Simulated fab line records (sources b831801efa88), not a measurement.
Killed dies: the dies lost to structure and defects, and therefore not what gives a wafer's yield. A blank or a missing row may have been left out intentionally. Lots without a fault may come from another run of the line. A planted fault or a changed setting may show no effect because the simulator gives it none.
A lot that was struck, set against a sound lot | flow gf180mcu | 15 steps out of a route of 602
Sound: these wafers, L857.3, L857.4, L857.6. Wafers L858.2, L858.3, L858.4 were the ones struck. The cause is given at the end.
At each step with rows: each side's tool, then ch and its chambers, then its first start. Under that, the readings that differ: sound wafers | struck wafers | difference of the means | sigmas: that difference in standard deviations of wafers without a fault.
alike: a reading whose means differ by less than 2 such deviations, as well as words and numbers matching on both sides. not compared: withheld readings; readings where some wafer has no value; bounds like >300 that might hide an equal value; numbers whose values overlap and for which the record gives no deviation.
Wherever a step has rows on one side only, a row that says differs or no value, or a row with sigmas, the two part there. Numbers that don't overlap but have no deviation are shown without sigmas and don't part them. Lack of a reading on every wafer of one side parts them only where that side has two or more wafers.

first, 1 step without rows for these wafers: GF_MVPSD_DEVELOP_06 (develop time 60 s).
GF_MVPSD_OVL_MEAS_07:
  sound: overlay-02 at day 6 17:40; struck: overlay-02 at day 7 01:16
  alike: MVPSD_OVL
then, 2 steps without rows for these wafers: GF_MVPSD_IMPLANT_08; GF_MVPSD_IMPLANT_09.
GF_MVPSD_STRIP_10: strips in O2/N2.
  sound on plasmaAsher-04 ch 0,1, day 6 18:02; struck on plasmaAsher-01 ch 0,1, day 7 01:36
  alike: drypumpMotorCurrentA, heaterPowerW, o2FlowSccm, oesProductAu, stripTimeToEndpointS
  not compared: rfHoursCounterH
GF_MVPSD_TW_MEAS_11:
  sound: filmMetro-03 at day 6 18:07; struck: filmMetro-04 at day 7 01:43
  alike: MVPSD_TW
then, 6 steps without rows for these wafers: GF_VT_IMPLANT_DEHYDRATE_00 (time 60 s); GF_VT_IMPLANT_HMDS_01 (prime time 60 s); GF_VT_IMPLANT_COAT_02 (resist thk 1000 nm); GF_VT_IMPLANT_SOFTBAKE_03 (time 60 s); GF_VT_IMPLANT_EXPOSE_04 (exposes mask LVPWELL LV AREA, target cd 600 nm); GF_VT_IMPLANT_PEB_05.
GF_VT_IMPLANT_DEVELOP_06: develop time 60 s.
  sound on lithoTrack-03 ch 0, day 7 09:01; struck on lithoTrack-01 ch 0, day 7 16:47
reading            | sound             | struck            | difference | sigmas
developerTempC (C) | 23.15 22.98 22.97 | 22.11 22.07 22.02 | -0.97      | -10
  alike: chillPlateTempC
GF_VT_IMPLANT_OVL_MEAS_07:
  sound: overlay-01 at day 7 09:07; struck: overlay-01 at day 7 16:55
  alike: VT_IMPLANT_OVL
-- here the record skips 24 days between the struck wafers' starts before and after, leaving off in module VT_IMPLANT and picking up in module PASSIVATION (first step shown: number 602 of the route) --
GF_PASSIVATION_PROBE_99:
  the record has rows for the struck wafers here (prober-01, day 31 10:35) and none for the sound ones

WHERE THEY PART
First at GF_VT_IMPLANT_DEVELOP_06; last, within this record, at GF_PASSIVATION_PROBE_99.

WHY: the cause the simulator had injected
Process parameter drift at GF_VT_IMPLANT_DEVELOP_06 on lithoTrack-01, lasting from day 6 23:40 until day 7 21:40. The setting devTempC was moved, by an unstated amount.
